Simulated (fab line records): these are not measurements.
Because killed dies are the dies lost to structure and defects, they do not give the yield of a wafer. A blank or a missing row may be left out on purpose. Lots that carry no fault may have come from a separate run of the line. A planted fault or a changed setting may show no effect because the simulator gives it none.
Comparing a struck lot with a sound one :: flow sky130 :: 15 steps out of a route of 708
Sound: the wafers L719.1, L719.3, L719.6. Struck: wafer L724.1 (left out: L724.5, a lot-mate that was not struck); the cause follows at the end.
Order at every step that has rows: each side's tool, ch and its chambers, its first start. Under that, the readings that differ: sound wafers :: struck wafers :: difference of the means :: sigmas: that difference in standard deviations of wafers without a fault.
alike: same words and numbers on both sides, and readings whose means sit less than 2 such deviations apart. not compared: any withheld reading, any reading some wafer has no value for, any bound like >300 that may hide the same value, and any number with overlapping values for which the record gives no deviation.
Wherever a step has rows on one side only, a row that says differs or no value, or a row with sigmas, the two part there. Non-overlapping numbers with no deviation appear without sigmas and do not part them. A reading that every wafer of one side lacks parts them only if that side has two wafers or more.

SKY_VIA1_CD_MEAS_12: the cd target is 150 nm.
  sound on cdSem-01, day 34 10:20; struck on cdSem-01, day 35 20:45
  alike: cdNm
SKY_VIA1_OVL_MEAS_13:
  sound on overlay-02, day 34 10:28; struck on overlay-01, day 35 20:52
  alike: VIA1_OVL
then, 1 step without rows for these wafers: SKY_VIA1_ETCH_14 (etches BARC in N2/H2, stops on SiO2, time 45.9 s, target depth 60 nm).
SKY_VIA1_ETCH_15: etches SiO2 in C4F8/O2/Ar, stops on TiN, target depth 351 nm, time 54 s.
  sound on rieDiel-04 ch 0,1,3, day 34 10:32; struck on rieDiel-02 ch 2, day 35 20:57
  alike: oesProductAu
  not compared: rfHoursCounterH
SKY_VIA1_STRIP_16: strips in O2/N2.
  sound on plasmaAsher-01 ch 0,1, day 34 10:35; struck on plasmaAsher-03 ch 1, day 35 21:00
reading: n2FlowSccm (sccm)
sound: 300.3 299.3 299.1
struck: 302.0
difference: +2.4
sigmas: +3
  alike: drypumpMotorCurrentA, o2FlowSccm, oesProductAu, stripTimeToEndpointS
  not compared: rfHoursCounterH
then, 3 steps without rows for these wafers: SKY_VIA1_STRIP_17 (strips in post etch residue remover, time 1200 s); SKY_VIA1_CLEAN_18 (cleans in IPA, time 180 s); SKY_VIA1_CLEAN_19 (cleans in O3/DIW).
SKY_VIA1_SPUTTER_20: material TiN, target thk 20 nm, time 80 s.
  sound on pvdSputter-02, day 34 11:13; struck on pvdSputter-02, day 35 21:40
  alike: throttleValvePct
SKY_VIA1_CVD_21: deposits W, target thk 270 nm, time 80.902 s.
  sound on cvdW-01 ch 0, day 34 11:16; struck on cvdW-01 ch 1, day 35 21:43
  alike: heaterPowerW
SKY_VIA1_RS_MEAS_22: the measuring method here is four-point-probe.
  sound on filmMetro-03, day 34 11:22; struck on filmMetro-02, day 35 21:49
  alike: VIA1_W_RS
SKY_VIA1_THK_MEAS_23: measures by xrf.
  sound on filmMetro-03, day 34 11:29; struck on filmMetro-02, day 35 21:56
  alike: VIA1_W_THK
SKY_VIA1_CMP_24: polishes, stops on SiO2, t overpolish 15 s, target thk 0 nm.
  sound on cmp-02 ch 0,2,3, day 34 11:39; struck on cmp-01 ch 3, day 35 22:08
reading: overpolishRunS (s)
sound: 15.004 15.000 15.008
struck: 0.045
difference: -14.959
sigmas: -99 or more

reading: timeToEndpointS (s)
sound: 57 59 59
struck: 103
difference: +45
sigmas: +13
  alike: motorCurrentA, slurryFilterDpKPa
SKY_METAL2_SPUTTER_00: material Ti, target thk 15 nm, time 10 s.
  rows exist in the record for the sound wafers here (pvdSputter-03, day 34 11:51), none for the struck ones
-- the record jumps here: 11 days lie between the struck wafers' starts before and after (it left off in module METAL2 and takes up again in module PAD_OPEN, whose first step shown is number 708 of the route) --
SKY_PAD_OPEN_PROBE_99:
  sound on prober-02, day 46 06:02; struck on prober-02, day 47 07:12
reading: defectLimitedYield (%)
sound: 85.4 83.5 83.3
struck: 0
difference: -84
sigmas: -44

reading: killed_at_M0_to_M3
sound: 33 42 42
struck: 442
difference: +403
sigmas: +58

reading: killed_at_M4_up
sound: 1 2 3
struck: 7
difference: +5
sigmas: +2

reading: killedAtFrontEnd
sound: 14 11 14
struck: 22
difference: +9
sigmas: +2

reading: killedDies
sound: 72 81 82
struck: 492
difference: +414
sigmas: +44

reading: killedOnRim
sound: 8 15 20
struck: 96
difference: +82
sigmas: +20

reading: sort_bin_3_pad_short (%)
sound: 0.4 1.2 1.6
struck: 80.9
difference: +79.8
sigmas: +99 or more

reading: sortNPass
sound: 420 411 410
struck: 0
difference: -414
sigmas: -44

reading: sortYieldPct (%)
sound: 85.4 83.5 83.3
struck: 0
difference: -84
sigmas: -44
  alike: killedAtContacts, killedAtOther, killedOpen, killedShort, sort_bin_5_function, sort_bin_6_memory

## WHERE THEY PART
Last at SKY_PAD_OPEN_PROBE_99 as far as this record goes, first at SKY_VIA1_STRIP_16.

WHY: what the simulator had put in
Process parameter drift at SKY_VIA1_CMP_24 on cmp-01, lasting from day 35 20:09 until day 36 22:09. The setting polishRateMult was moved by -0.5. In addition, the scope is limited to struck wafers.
